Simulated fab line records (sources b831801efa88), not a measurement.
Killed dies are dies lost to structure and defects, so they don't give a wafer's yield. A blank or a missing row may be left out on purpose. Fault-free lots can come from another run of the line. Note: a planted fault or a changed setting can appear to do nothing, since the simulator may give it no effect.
fab line records ; flow sky130
record lots=24; wafers=72; last_day=50
route steps=708 shown POLY_CUT@316 SD_P@328 LI_CONTACT@384 CONTACT@432 VIA1@472 METAL5@661
lots that met no fault: taken from a fault-free run of the same line
start_h: start of the lot's first displayed wafer, in hours after the record's first day ; wait_h: how many hours have passed since the lot's step before this one ; " the same as in the row above ; L1.1+2: one row covering several wafers at once ; - either no value or no given start ; * or withheld: withheld ; < > ~ a bound
route shown NAME@n: NAME is a module with steps in the file, n the number in the route of the first one ; usual: mean/standard deviation taken from wafers without a fault ; same: alike in all rows ; chamber/n: place in a boat ; sites: each site's reading ; _std_site: how widely they spread, as a standard deviation ; _edge_site: outer sites' mean less inner sites' ; radius_mm: how far each site lies from the wafer's centre ; mask NAME#n: copy n ; behind: tool/chamber where the wafer was last shaped ; hold: what put the lot on hold/how long, in hours/how the hold closed ; device: the transistor (n, p or np) that didn't switch ; end of line: tests of these same wafers at the route's end ; where a step has no rows: the recipe by itself ; killed: not the wafer's yield, but the dies lost to structure and defects at the first sort ; map: per-die view of a wafer (x killed, . not killed, _ where there is no die)
set.NAME: the run value of the setting; set.NAME@STEP: its run value at that earlier step ; model.NAME: the simulator's own value behind a step, which no gauge read
route steps across a sampled set of lots; one table per step, one row per wafer
services: a tool's chamber out of use, with start hour (start_h, from the record's first day; less than 0 if before it), hours out, and reason
## steps
# step SKY_POLY_CUT_OVL_MEAS_09
# usual POLY_CUT_OVL=-2/6
lot.wafer;tool;chamber;start_h;wait_h;POLY_CUT_OVL[nm]
L074.2;overlay-01;-;563.32;0.1;2
L074.3;overlay-01;-;563.32;0.1;7
L074.6;overlay-01;-;563.32;0.1;14
L075.1;overlay-02;-;577.49;0.1;-3
L075.3;overlay-02;-;577.49;0.1;-7
L075.6;overlay-02;-;577.49;0.1;1
L076.1;overlay-02;-;584.32;0.1;-8
L076.2;overlay-02;-;584.32;0.1;-9
L076.4;overlay-02;-;584.32;0.1;-14
L077.2;overlay-01;-;603.67;0.1;-5
L077.3;overlay-01;-;603.67;0.1;3
L077.6;overlay-01;-;603.67;0.1;-6
L078.2;overlay-01;-;604.32;0.1;-7
L078.3;overlay-01;-;604.32;0.1;-11
L078.6;overlay-01;-;604.32;0.1;-5
L079.1;overlay-01;-;617.94;0.1;2
L079.3;overlay-01;-;617.94;0.1;0
L079.4;overlay-01;-;617.94;0.1;4
L080.1;overlay-02;-;628.81;0.1;10
L080.4;overlay-02;-;628.81;0.1;5
L080.5;overlay-02;-;628.81;0.1;-3
L081.1;overlay-02;-;638.12;0.1;-7
L081.2;overlay-02;-;638.12;0.1;-9
L081.3;overlay-02;-;638.12;0.1;-11
L082.1;overlay-01;-;657.57;0.1;-12
L082.2;overlay-01;-;657.57;0.1;-13
L082.3;overlay-01;-;657.57;0.1;-8
L083.1;overlay-01;-;664.66;0.1;5
L083.3;overlay-01;-;664.66;0.1;-3
L083.6;overlay-01;-;664.66;0.1;2
L084.2;overlay-01;-;670.17;0.1;-5
L084.4;overlay-01;-;670.17;0.1;-8
L084.6;overlay-01;-;670.17;0.1;-4
L086.1;overlay-02;-;672.76;0.1;2
L086.3;overlay-02;-;672.76;0.1;8
L086.6;overlay-02;-;672.76;0.1;-1
L085.3;overlay-02;-;675.87;0.1;-5
L085.4;overlay-02;-;675.87;0.1;1
L085.6;overlay-02;-;675.87;0.1;-1
L087.2;overlay-02;-;685.77;0.1;-4
L087.4;overlay-02;-;685.77;0.1;2
L087.5;overlay-02;-;685.77;0.1;-2
L088.1;overlay-02;-;689.96;0.1;-3
L088.3;overlay-02;-;689.96;0.1;-2
L088.6;overlay-02;-;689.96;0.1;-6
L089.1;overlay-01;-;699.16;0.1;-3
L089.2;overlay-01;-;699.16;0.1;6
L089.3;overlay-01;-;699.16;0.1;-1
L090.2;overlay-02;-;701.27;0.1;-11
L090.4;overlay-02;-;701.27;0.1;-13
L090.6;overlay-02;-;701.27;0.1;-7
L091.1;overlay-02;-;712.62;0.1;8
L091.3;overlay-02;-;712.62;0.1;-3
L091.5;overlay-02;-;712.62;0.1;-6
L092.1;overlay-02;-;718.24;0.1;-1
L092.2;overlay-02;-;718.24;0.1;-4
L092.6;overlay-02;-;718.24;0.1;-3
L093.4;overlay-01;-;724.88;0.1;8
L093.5;overlay-01;-;724.88;0.1;2
L093.6;overlay-01;-;724.88;0.1;6
L095.1;overlay-02;-;745.37;0.1;-2
L095.3;overlay-02;-;745.37;0.1;-12
L095.6;overlay-02;-;745.37;0.1;2
L094.3;overlay-02;-;748.87;0.1;-3
L094.4;overlay-02;-;748.87;0.1;-14
L094.5;overlay-02;-;748.87;0.1;-8
L096.4;overlay-02;-;749.11;0.1;1
L096.5;overlay-02;-;749.11;0.1;-1
L096.6;overlay-02;-;749.11;0.1;12
L097.1;overlay-01;-;753.81;0.1;-1
L097.4;overlay-01;-;753.81;0.1;-3
L097.5;overlay-01;-;753.81;0.1;-3
# step SKY_SD_P_OVL_MEAS_08
# usual SD_P_OVL=0.1/1.5
lot.wafer;tool;chamber;start_h;wait_h;SD_P_OVL[nm]
L074.2;overlay-02;-;594.05;0.1;0.2
L074.3;overlay-02;-;594.05;0.1;0.5
L074.6;overlay-02;-;594.05;0.1;1.5
L075.1;overlay-02;-;608.29;0.1;3.2
L075.3;overlay-02;-;608.29;0.1;0.9
L075.6;overlay-02;-;608.29;0.1;0.6
L076.1;overlay-02;-;614.29;0.1;-0.8
L076.2;overlay-02;-;614.29;0.1;-0.6
L076.4;overlay-02;-;614.29;0.1;-0.9
L077.2;overlay-02;-;633.27;0.1;-1.9
L077.3;overlay-02;-;633.27;0.1;-0.7
L077.6;overlay-02;-;633.27;0.1;-2.3
L078.2;overlay-01;-;633.57;0.1;-1.7
L078.3;overlay-01;-;633.57;0.1;-1.9
L078.6;overlay-01;-;633.57;0.1;-1.5
L079.1;overlay-02;-;647.09;0.1;-1.9
L079.3;overlay-02;-;647.09;0.1;-0.8
L079.4;overlay-02;-;647.09;0.1;-1.1
L080.1;overlay-02;-;657.87;0.1;-1.1
L080.4;overlay-02;-;657.87;0.1;-0.4
L080.5;overlay-02;-;657.87;0.1;-0.4
L081.1;overlay-02;-;666.82;0.1;0.8
L081.2;overlay-02;-;666.82;0.1;0.1
L081.3;overlay-02;-;666.82;0.1;0.2
L082.1;overlay-02;-;686.42;0.1;1.4
L082.2;overlay-02;-;686.42;0.1;0.9
L082.3;overlay-02;-;686.42;0.1;1.0
L083.1;overlay-01;-;693.34;0.1;2.7
L083.3;overlay-01;-;693.34;0.1;-0.4
L083.6;overlay-01;-;693.34;0.1;-0.9
L084.2;overlay-02;-;697.94;0.1;-0.9
L084.4;overlay-02;-;697.94;0.1;1.0
L084.6;overlay-02;-;697.94;0.1;-0.9
L086.1;overlay-01;-;701.19;0.1;-0.9
L086.3;overlay-01;-;701.19;0.1;0.2
L086.6;overlay-01;-;701.19;0.1;-0.2
L085.3;overlay-02;-;704.65;0.1;-0.5
L085.4;overlay-02;-;704.65;0.1;2.4
L085.6;overlay-02;-;704.65;0.1;0.5
L087.2;overlay-02;-;714.62;0.1;-2.0
L087.4;overlay-02;-;714.62;0.1;-1.7
L087.5;overlay-02;-;714.62;0.1;-1.5
L088.1;overlay-01;-;717.89;0.1;-0.3
L088.3;overlay-01;-;717.89;0.1;0.6
L088.6;overlay-01;-;717.89;0.1;-1.6
L089.1;overlay-02;-;728.32;0.1;4.1
L089.2;overlay-02;-;728.32;0.1;2.9
L089.3;overlay-02;-;728.32;0.1;0.1
L090.2;overlay-01;-;729.27;0.1;0.9
L090.4;overlay-01;-;729.27;0.1;0.8
L090.6;overlay-01;-;729.27;0.1;1.8
L091.1;overlay-02;-;740.52;0.1;0.0
L091.3;overlay-02;-;740.52;0.1;-0.2
L091.5;overlay-02;-;740.52;0.1;0.7
L092.1;overlay-02;-;746.02;0.1;0.2
L092.2;overlay-02;-;746.02;0.1;-0.9
L092.6;overlay-02;-;746.02;0.1;-0.2
L093.4;overlay-02;-;752.51;0.1;0.5
L093.5;overlay-02;-;752.51;0.1;0.6
L093.6;overlay-02;-;752.51;0.1;2.0
L095.1;overlay-01;-;772.49;0.1;0.4
L095.3;overlay-01;-;772.49;0.1;-0.4
L095.6;overlay-01;-;772.49;0.1;-0.3
L094.3;overlay-02;-;775.93;0.1;-1.0
L094.4;overlay-02;-;775.93;0.1;-0.2
L094.5;overlay-02;-;775.93;0.1;-0.5
L096.4;overlay-01;-;776.51;0.1;-2.1
L096.5;overlay-01;-;776.51;0.1;-2.1
L096.6;overlay-01;-;776.51;0.1;-1.7
L097.1;overlay-02;-;781.02;0.1;2.6
L097.4;overlay-02;-;781.02;0.1;3.2
L097.5;overlay-02;-;781.02;0.1;1.8
# step SKY_LI_CONTACT_RS_MEAS_22
# recipe thk_meas_gauge=four-point-probe; reads=W_of_LI_CONTACT_CVD_21+TiN_of_LI_CONTACT_SPUTTER_20+Ti_of_LI_CONTACT_SPUTTER_19
# usual LI_CONTACT_W_RS=0.286/0.0032
lot.wafer;tool;chamber;start_h;wait_h;LI_CONTACT_W_RS[ohm/sq]
L074.2;film_metro-04;-;684.46;0.1;0.282
L074.3;film_metro-04;-;684.46;0.1;0.289
L074.6;film_metro-04;-;684.46;0.1;0.283
L075.1;film_metro-03;-;696.29;0.1;0.282
L075.3;film_metro-03;-;696.29;0.1;0.282
L075.6;film_metro-03;-;696.29;0.1;0.279
L076.1;film_metro-03;-;703.26;0.1;0.287
L076.2;film_metro-03;-;703.26;0.1;0.284
L076.4;film_metro-03;-;703.26;0.1;0.288
L077.2;film_metro-04;-;721.20;0.1;0.286
L077.3;film_metro-04;-;721.20;0.1;0.285
L077.6;film_metro-04;-;721.20;0.1;0.287
L078.2;film_metro-02;-;721.55;0.1;0.279
L078.3;film_metro-02;-;721.55;0.1;0.284
L078.6;film_metro-02;-;721.55;0.1;0.283
L079.1;film_metro-03;-;733.28;0.1;0.283
L079.3;film_metro-03;-;733.28;0.1;0.284
L079.4;film_metro-03;-;733.28;0.1;0.284
L080.1;film_metro-02;-;746.36;0.1;0.288
L080.4;film_metro-02;-;746.36;0.1;0.288
L080.5;film_metro-02;-;746.36;0.1;0.286
L081.1;film_metro-03;-;752.41;0.1;0.286
L081.2;film_metro-03;-;752.41;0.1;0.287
L081.3;film_metro-03;-;752.41;0.1;0.289
L082.1;film_metro-03;-;773.91;0.1;0.287
L082.2;film_metro-03;-;773.91;0.1;0.283
L082.3;film_metro-03;-;773.91;0.1;0.286
L083.1;film_metro-02;-;778.79;0.1;0.291
L083.3;film_metro-02;-;778.79;0.1;0.287
L083.6;film_metro-02;-;778.79;0.1;0.292
L084.2;film_metro-02;-;782.90;0.1;0.286
L084.4;film_metro-02;-;782.90;0.1;0.284
L084.6;film_metro-02;-;782.90;0.1;0.288
L086.1;film_metro-03;-;787.08;0.1;0.286
L086.3;film_metro-03;-;787.08;0.1;0.285
L086.6;film_metro-03;-;787.08;0.1;0.282
L085.3;film_metro-03;-;788.87;0.1;0.283
L085.4;film_metro-03;-;788.87;0.1;0.281
L085.6;film_metro-03;-;788.87;0.1;0.281
L087.2;film_metro-02;-;799.57;0.1;0.290
L087.4;film_metro-02;-;799.57;0.1;0.283
L087.5;film_metro-02;-;799.57;0.1;0.288
L088.1;film_metro-04;-;802.35;0.1;0.287
L088.3;film_metro-04;-;802.35;0.1;0.286
L088.6;film_metro-04;-;802.35;0.1;0.290
L089.1;film_metro-04;-;812.94;0.1;0.284
L089.2;film_metro-04;-;812.94;0.1;0.283
L089.3;film_metro-04;-;812.94;0.1;0.284
L090.2;film_metro-04;-;814.73;0.1;0.288
L090.4;film_metro-04;-;814.73;0.1;0.288
L090.6;film_metro-04;-;814.73;0.1;0.286
L091.1;film_metro-04;-;823.66;0.1;0.292
L091.3;film_metro-04;-;823.66;0.1;0.299
L091.5;film_metro-04;-;823.66;0.1;0.293
L092.1;film_metro-03;-;829.36;0.1;0.286
L092.2;film_metro-03;-;829.36;0.1;0.282
L092.6;film_metro-03;-;829.36;0.1;0.282
L093.4;film_metro-04;-;835.54;0.1;0.283
L093.5;film_metro-04;-;835.54;0.1;0.283
L093.6;film_metro-04;-;835.54;0.1;0.288
L095.1;film_metro-03;-;855.11;0.2;0.281
L095.3;film_metro-03;-;855.11;0.2;0.286
L095.6;film_metro-03;-;855.11;0.2;0.282
L094.3;film_metro-02;-;859.04;0.1;0.286
L094.4;film_metro-02;-;859.04;0.1;0.280
L094.5;film_metro-02;-;859.04;0.1;0.282
L096.4;film_metro-03;-;863.63;0.1;0.290
L096.5;film_metro-03;-;863.63;0.1;0.281
L096.6;film_metro-03;-;863.63;0.1;0.287
L097.1;film_metro-02;-;863.81;0.1;0.286
L097.4;film_metro-02;-;863.81;0.1;0.286
L097.5;film_metro-02;-;863.81;0.1;0.285
# step SKY_CONTACT_THK_MEAS_26
# recipe thk_meas_gauge=xrf; reads=W_of_CONTACT_CVD_24
# usual CONTACT_W_THK=331/5.5
lot.wafer;tool;chamber;start_h;wait_h;CONTACT_W_THK[nm]
L074.2;film_metro-01;-;744.82;0.1;333
L074.3;film_metro-01;-;744.82;0.1;331
L074.6;film_metro-01;-;744.82;0.1;332
L075.1;film_metro-01;-;754.60;0.1;324
L075.3;film_metro-01;-;754.60;0.1;325
L075.6;film_metro-01;-;754.60;0.1;326
L076.1;film_metro-01;-;762.31;0.1;330
L076.2;film_metro-01;-;762.31;0.1;322
L076.4;film_metro-01;-;762.31;0.1;329
L077.2;film_metro-01;-;779.52;0.1;326
L077.3;film_metro-01;-;779.52;0.1;330
L077.6;film_metro-01;-;779.52;0.1;330
L078.2;film_metro-02;-;780.03;0.1;337
L078.3;film_metro-02;-;780.03;0.1;335
L078.6;film_metro-02;-;780.03;0.1;334
L079.1;film_metro-02;-;791.26;0.1;339
L079.3;film_metro-02;-;791.26;0.1;332
L079.4;film_metro-02;-;791.26;0.1;340
L080.1;film_metro-02;-;804.50;0.1;332
L080.4;film_metro-02;-;804.50;0.1;332
L080.5;film_metro-02;-;804.50;0.1;335
L081.1;film_metro-02;-;809.91;0.1;335
L081.2;film_metro-02;-;809.91;0.1;337
L081.3;film_metro-02;-;809.91;0.1;336
L082.1;film_metro-01;-;831.00;0.1;328
L082.2;film_metro-01;-;831.00;0.1;336
L082.3;film_metro-01;-;831.00;0.1;334
L083.1;film_metro-01;-;835.47;0.1;328
L083.3;film_metro-01;-;835.47;0.1;332
L083.6;film_metro-01;-;835.47;0.1;326
L084.2;film_metro-02;-;838.66;0.1;332
L084.4;film_metro-02;-;838.66;0.1;335
L084.6;film_metro-02;-;838.66;0.1;331
L086.1;film_metro-04;-;843.60;0.1;323
L086.3;film_metro-04;-;843.60;0.1;327
L086.6;film_metro-04;-;843.60;0.1;321
L085.3;film_metro-02;-;844.93;0.1;326
L085.4;film_metro-02;-;844.93;0.1;319
L085.6;film_metro-02;-;844.93;0.1;323
L087.2;film_metro-02;-;856.27;0.1;323
L087.4;film_metro-02;-;856.27;0.1;319
L087.5;film_metro-02;-;856.27;0.1;322
L088.1;film_metro-02;-;858.80;0.1;333
L088.3;film_metro-02;-;858.80;0.1;333
L088.6;film_metro-02;-;858.80;0.1;324
L089.1;film_metro-01;-;869.03;0.1;332
L089.2;film_metro-01;-;869.03;0.1;327
L089.3;film_metro-01;-;869.03;0.1;332
L090.2;film_metro-01;-;870.18;0.1;321
L090.4;film_metro-01;-;870.18;0.1;325
L090.6;film_metro-01;-;870.18;0.1;335
L091.1;film_metro-01;-;879.42;0.1;333
L091.3;film_metro-01;-;879.42;0.1;329
L091.5;film_metro-01;-;879.42;0.1;324
L092.1;film_metro-01;-;884.62;0.1;324
L092.2;film_metro-01;-;884.62;0.1;335
L092.6;film_metro-01;-;884.62;0.1;338
L093.4;film_metro-01;-;891.10;0.1;329
L093.5;film_metro-01;-;891.10;0.1;330
L093.6;film_metro-01;-;891.10;0.1;332
L095.1;film_metro-04;-;910.36;0.1;342
L095.3;film_metro-04;-;910.36;0.1;344
L095.6;film_metro-04;-;910.36;0.1;333
L094.3;film_metro-04;-;915.03;0.1;343
L094.4;film_metro-04;-;915.03;0.1;336
L094.5;film_metro-04;-;915.03;0.1;342
L096.4;film_metro-01;-;918.94;0.1;329
L096.5;film_metro-01;-;918.94;0.1;325
L096.6;film_metro-01;-;918.94;0.1;323
L097.1;film_metro-01;-;919.10;0.1;329
L097.4;film_metro-01;-;919.10;0.1;339
L097.5;film_metro-01;-;919.10;0.1;329
# step SKY_VIA1_ETCH_14
# recipe chemistry=N2/H2; target=BARC; ion_energy_ev=200; source_w=500; bias_w=100; pressure_mtorr=30; n2_flow_sccm=100; h2_flow_sccm=200; stop_on=SiO2; time_s=45.9; target_depth_a=600
# usual bias_w=100.0/0.31; drypump_motor_current_A=5.7/0.5; oes_product_au=0.855/0.0045; throttle_valve_pct=13.225/0.0084
lot.wafer;tool;chamber;start_h;wait_h;bias_w;drypump_motor_current_A;oes_product_au;rf_hours_counter_h;throttle_valve_pct
L074.2;rie_diel-01;0;800.70;0.0;99.9;6.1;0.863;9;13.213
L074.3;rie_diel-01;3;800.70;0.0;99.7;5.0;0.852;4;13.228
L074.6;rie_diel-01;3;800.70;0.0;99.7;5.0;0.852;-;13.233
L075.1;rie_diel-01;0;811.30;0.0;100.4;6.0;0.866;9;13.232
L075.3;rie_diel-01;3;811.30;0.0;100.4;5.0;0.857;5;13.217
L075.6;rie_diel-01;1;811.30;0.0;100.4;6.2;0.848;-;13.231
L076.1;rie_diel-01;3;818.58;0.0;99.8;5.1;0.857;5;13.233
L076.2;rie_diel-01;0;818.58;0.0;99.4;6.1;0.855;9;13.226
L076.4;rie_diel-01;0;818.58;0.0;99.6;6.1;0.856;-;13.235
L077.2;rie_diel-02;3;835.95;0.0;99.7;5.3;0.850;0;13.243
L077.3;rie_diel-02;2;835.95;0.0;100.3;5.1;0.858;6;13.226
L077.6;rie_diel-02;1;835.95;0.0;99.9;6.1;0.852;-;13.241
L078.2;rie_diel-01;2;836.26;0.0;100.5;5.8;0.852;13;13.224
L078.3;rie_diel-01;3;836.26;0.0;100.3;5.1;0.856;6;13.225
L078.6;rie_diel-01;0;836.26;0.0;99.8;6.1;0.856;-;13.222
L079.1;rie_diel-01;2;846.96;0.0;100.2;5.8;0.856;13;13.229
L079.3;rie_diel-01;1;846.96;0.0;100.1;6.2;0.856;14;13.224
L079.4;rie_diel-01;3;846.96;0.0;99.9;5.1;0.858;6;13.221
L080.1;rie_diel-03;1;859.73;0.0;100.2;6.6;0.853;19;13.237
L080.4;rie_diel-03;1;859.73;0.0;100.4;6.6;0.857;-;13.217
L080.5;rie_diel-03;3;859.73;0.0;99.9;5.2;0.857;-;13.225
L081.1;rie_diel-03;2;864.78;0.0;100.3;6.2;0.854;14;13.222
L081.2;rie_diel-03;0;864.78;0.0;100.3;5.7;0.851;1;13.226
L081.3;rie_diel-03;1;864.78;0.0;100.1;6.6;0.847;19;13.224
L082.1;rie_diel-02;2;885.56;0.0;100.6;5.1;0.857;7;13.220
L082.2;rie_diel-02;1;885.56;0.0;99.7;6.1;0.856;18;13.233
L082.3;rie_diel-02;0;885.56;0.0;100.7;5.1;0.863;5;13.221
L083.1;rie_diel-02;1;890.78;0.0;99.6;6.1;0.851;18;13.207
L083.3;rie_diel-02;3;890.78;0.0;99.8;5.3;0.854;2;13.223
L083.6;rie_diel-02;2;890.78;0.0;100.1;5.1;0.861;-;13.232
L084.2;rie_diel-01;3;893.61;0.0;99.7;5.0;0.856;8;13.218
L084.4;rie_diel-01;2;893.61;0.0;99.4;5.8;0.855;15;13.233
L084.6;rie_diel-01;0;893.61;0.0;100.0;6.1;0.860;-;13.213
L086.1;rie_diel-01;1;898.06;0.0;100.1;6.2;0.860;16;13.214
L086.3;rie_diel-01;0;898.06;0.0;99.8;6.1;0.851;12;13.224
L086.6;rie_diel-01;2;898.06;0.0;100.1;5.8;0.855;-;13.211
L085.3;rie_diel-02;1;898.88;0.0;99.8;6.1;0.852;18;13.229
L085.4;rie_diel-02;0;898.88;0.0;100.1;5.1;0.862;6;13.219
L085.6;rie_diel-02;0;898.88;0.0;99.9;5.1;0.854;-;13.211
L087.2;rie_diel-03;3;910.31;0.0;100.4;5.2;0.859;23;13.230
L087.4;rie_diel-03;0;910.31;0.0;99.8;5.7;0.858;2;13.234
L087.5;rie_diel-03;1;910.31;0.0;100.6;6.6;0.857;-;13.237
L088.1;rie_diel-03;2;912.41;0.0;99.6;6.2;0.860;15;13.220
L088.3;rie_diel-03;1;912.41;0.0;100.2;6.7;0.851;20;13.228
L088.6;rie_diel-03;0;912.41;0.0;99.9;5.7;0.856;-;13.213
L089.1;rie_diel-01;0;922.35;0.0;99.8;6.1;0.859;13;13.220
L089.2;rie_diel-01;2;922.35;0.0;100.0;5.8;0.847;16;13.224
L089.3;rie_diel-01;1;922.35;0.0;100.0;6.2;0.842;17;13.227
L090.2;rie_diel-01;2;923.51;0.0;100.6;5.8;0.851;16;13.221
L090.4;rie_diel-01;3;923.51;0.0;100.5;5.1;0.859;9;13.225
L090.6;rie_diel-01;1;923.51;0.0;99.7;6.2;0.856;-;13.218
L091.1;rie_diel-02;1;933.28;0.0;100.2;6.1;0.854;19;13.221
L091.3;rie_diel-02;2;933.28;0.0;100.0;5.1;0.856;9;13.214
L091.5;rie_diel-02;0;933.28;0.0;100.3;5.1;0.852;-;13.226
L092.1;rie_diel-03;1;937.83;0.0;100.0;6.6;0.856;21;13.209
L092.2;rie_diel-03;3;937.83;0.0;100.0;5.2;0.852;24;13.233
L092.6;rie_diel-03;2;937.83;0.0;99.9;6.1;0.853;-;13.230
L093.4;rie_diel-01;2;944.30;0.0;100.2;5.8;0.857;16;13.213
L093.5;rie_diel-01;2;944.30;0.0;100.0;5.8;0.861;-;13.235
L093.6;rie_diel-01;3;944.30;0.0;100.4;5.1;0.865;-;13.224
L095.1;rie_diel-02;3;961.98;0.0;99.7;5.3;0.846;4;13.209
L095.3;rie_diel-02;0;961.98;0.0;99.8;5.1;0.857;7;13.213
L095.6;rie_diel-02;1;961.98;0.0;100.1;6.1;0.850;-;13.225
L094.3;rie_diel-01;1;967.31;0.0;100.1;6.2;0.855;18;13.229
L094.4;rie_diel-01;3;967.31;0.0;99.8;5.1;0.858;10;13.226
L094.5;rie_diel-01;0;967.31;0.0;100.8;6.1;0.856;-;13.225
L096.4;rie_diel-01;2;968.93;0.0;99.7;5.8;0.864;17;13.215
L096.5;rie_diel-01;2;968.93;0.0;99.6;5.8;0.857;-;13.233
L096.6;rie_diel-01;1;968.93;0.0;99.8;6.2;0.855;-;13.232
L097.1;rie_diel-01;0;970.65;0.0;100.2;6.1;0.854;15;13.235
L097.4;rie_diel-01;3;970.65;0.0;99.9;5.0;0.857;10;13.230
L097.5;rie_diel-01;3;970.65;0.0;100.2;5.1;0.853;-;13.224
# step SKY_METAL5_SPUTTER_00
# recipe material=Ti; target_thk_nm=15; power_w=3000; time_s=10; chamber_pressure_pa=0.4
# usual throttle_valve_pct=29.9/0.84
lot.wafer;tool;chamber;start_h;wait_h;throttle_valve_pct
L074.2;pvd_sputter-01;-;1017.28;0.2;30.5
L074.3;pvd_sputter-01;-;1017.28;0.2;29.0
L074.6;pvd_sputter-01;-;1017.28;0.2;30.4
L075.1;pvd_sputter-04;-;1024.54;0.2;29.6
L075.3;pvd_sputter-04;-;1024.54;0.2;29.9
L075.6;pvd_sputter-04;-;1024.54;0.2;30.1
L076.1;pvd_sputter-02;-;1031.62;0.2;31.4
L076.2;pvd_sputter-02;-;1031.62;0.2;28.4
L076.4;pvd_sputter-02;-;1031.62;0.2;30.8
L077.2;pvd_sputter-02;-;1045.47;0.2;31.3
L077.3;pvd_sputter-02;-;1045.47;0.2;28.0
L077.6;pvd_sputter-02;-;1045.47;0.2;28.4
L078.2;pvd_sputter-04;-;1047.00;0.1;28.8
L078.3;pvd_sputter-04;-;1047.00;0.1;30.6
L078.6;pvd_sputter-04;-;1047.00;0.1;29.1
L079.1;pvd_sputter-01;-;1056.65;0.1;29.5
L079.3;pvd_sputter-01;-;1056.65;0.1;30.5
L079.4;pvd_sputter-01;-;1056.65;0.1;30.3
L080.1;pvd_sputter-02;-;1063.75;0.1;28.5
L080.4;pvd_sputter-02;-;1063.75;0.1;29.8
L080.5;pvd_sputter-02;-;1063.75;0.1;30.0
L081.1;pvd_sputter-04;-;1070.19;0.1;30.4
L081.2;pvd_sputter-04;-;1070.19;0.1;29.5
L081.3;pvd_sputter-04;-;1070.19;0.1;30.0
L082.1;pvd_sputter-02;-;1087.60;0.1;30.9
L082.2;pvd_sputter-02;-;1087.60;0.1;31.3
L082.3;pvd_sputter-02;-;1087.60;0.1;28.3
L083.1;pvd_sputter-01;-;1093.38;0.1;30.5
L083.3;pvd_sputter-01;-;1093.38;0.1;30.7
L083.6;pvd_sputter-01;-;1093.38;0.1;30.7
L084.2;pvd_sputter-04;-;1093.60;0.2;30.6
L084.4;pvd_sputter-04;-;1093.60;0.2;29.3
L084.6;pvd_sputter-04;-;1093.60;0.2;29.6
L085.3;pvd_sputter-02;-;1098.11;0.1;30.9
L085.4;pvd_sputter-02;-;1098.11;0.1;30.7
L085.6;pvd_sputter-02;-;1098.11;0.1;31.5
L086.1;pvd_sputter-04;-;1099.70;0.1;29.6
L086.3;pvd_sputter-04;-;1099.70;0.1;30.2
L086.6;pvd_sputter-04;-;1099.70;0.1;29.5
L087.2;pvd_sputter-01;-;1106.30;0.1;30.6
L087.4;pvd_sputter-01;-;1106.30;0.1;29.2
L087.5;pvd_sputter-01;-;1106.30;0.1;29.5
L088.1;pvd_sputter-01;-;1108.29;0.1;29.7
L088.3;pvd_sputter-01;-;1108.29;0.1;29.3
L088.6;pvd_sputter-01;-;1108.29;0.1;29.2
L089.1;pvd_sputter-04;-;1118.65;0.1;28.9
L089.2;pvd_sputter-04;-;1118.65;0.1;29.7
L089.3;pvd_sputter-04;-;1118.65;0.1;29.5
L090.2;pvd_sputter-01;-;1119.94;0.2;30.5
L090.4;pvd_sputter-01;-;1119.94;0.2;30.6
L090.6;pvd_sputter-01;-;1119.94;0.2;29.2
L091.1;pvd_sputter-02;-;1126.20;0.1;28.2
L091.3;pvd_sputter-02;-;1126.20;0.1;31.5
L091.5;pvd_sputter-02;-;1126.20;0.1;31.3
L092.1;pvd_sputter-01;-;1128.92;0.2;30.6
L092.2;pvd_sputter-01;-;1128.92;0.2;29.5
L092.6;pvd_sputter-01;-;1128.92;0.2;30.3
L093.4;pvd_sputter-02;-;1135.54;0.2;28.4
L093.5;pvd_sputter-02;-;1135.54;0.2;29.6
L093.6;pvd_sputter-02;-;1135.54;0.2;30.9
L095.1;pvd_sputter-01;-;1148.79;0.1;30.5
L095.3;pvd_sputter-01;-;1148.79;0.1;29.6
L095.6;pvd_sputter-01;-;1148.79;0.1;29.4
L094.3;pvd_sputter-01;-;1152.81;0.2;29.5
L094.4;pvd_sputter-01;-;1152.81;0.2;30.7
L094.5;pvd_sputter-01;-;1152.81;0.2;29.1
L096.4;pvd_sputter-01;-;1153.93;0.2;29.5
L096.5;pvd_sputter-01;-;1153.93;0.2;30.8
L096.6;pvd_sputter-01;-;1153.93;0.2;28.9
L097.1;pvd_sputter-02;-;1155.04;0.2;30.6
L097.4;pvd_sputter-02;-;1155.04;0.2;28.5
L097.5;pvd_sputter-02;-;1155.04;0.2;30.5
## services
tool;chamber;start_h;hours;kind
rie_diel-03;2;778.72;9.5;repair
rie_diel-03;0;791.14;3.5;repair
pvd_sputter-04;-;797.39;6.3;repair
pvd_sputter-01;-;812.85;0.6;repair
rie_diel-01;2;814.95;5.2;repair
pvd_sputter-02;-;815.32;7.7;repair
rie_diel-03;2;835.33;6.9;repair
rie_diel-03;0;851.20;11.3;repair
pvd_sputter-04;-;878.17;1.7;repair
rie_diel-03;-;884.56;0.2;repair
pvd_sputter-01;-;897.08;3.7;repair
rie_diel-03;0;912.96;3.5;repair
pvd_sputter-04;-;927.74;6.3;repair
pvd_sputter-04;-;1021.23;0.9;repair
rie_diel-03;2;1031.12;2.1;repair
rie_diel-01;-;1049.59;15.6;pm
pvd_sputter-01;1;1060.05;-;consumable_replace:kit
pvd_sputter-01;-;1073.97;2.6;repair
pvd_sputter-02;-;1098.74;11.5;repair
pvd_sputter-02;-;1104.16;4.2;repair
pvd_sputter-01;-;1111.15;2.8;repair
rie_diel-01;3;1113.91;2.4;repair
rie_diel-03;-;1119.59;2.1;repair
rie_diel-01;3;1120.89;7.2;repair
## key
fault none
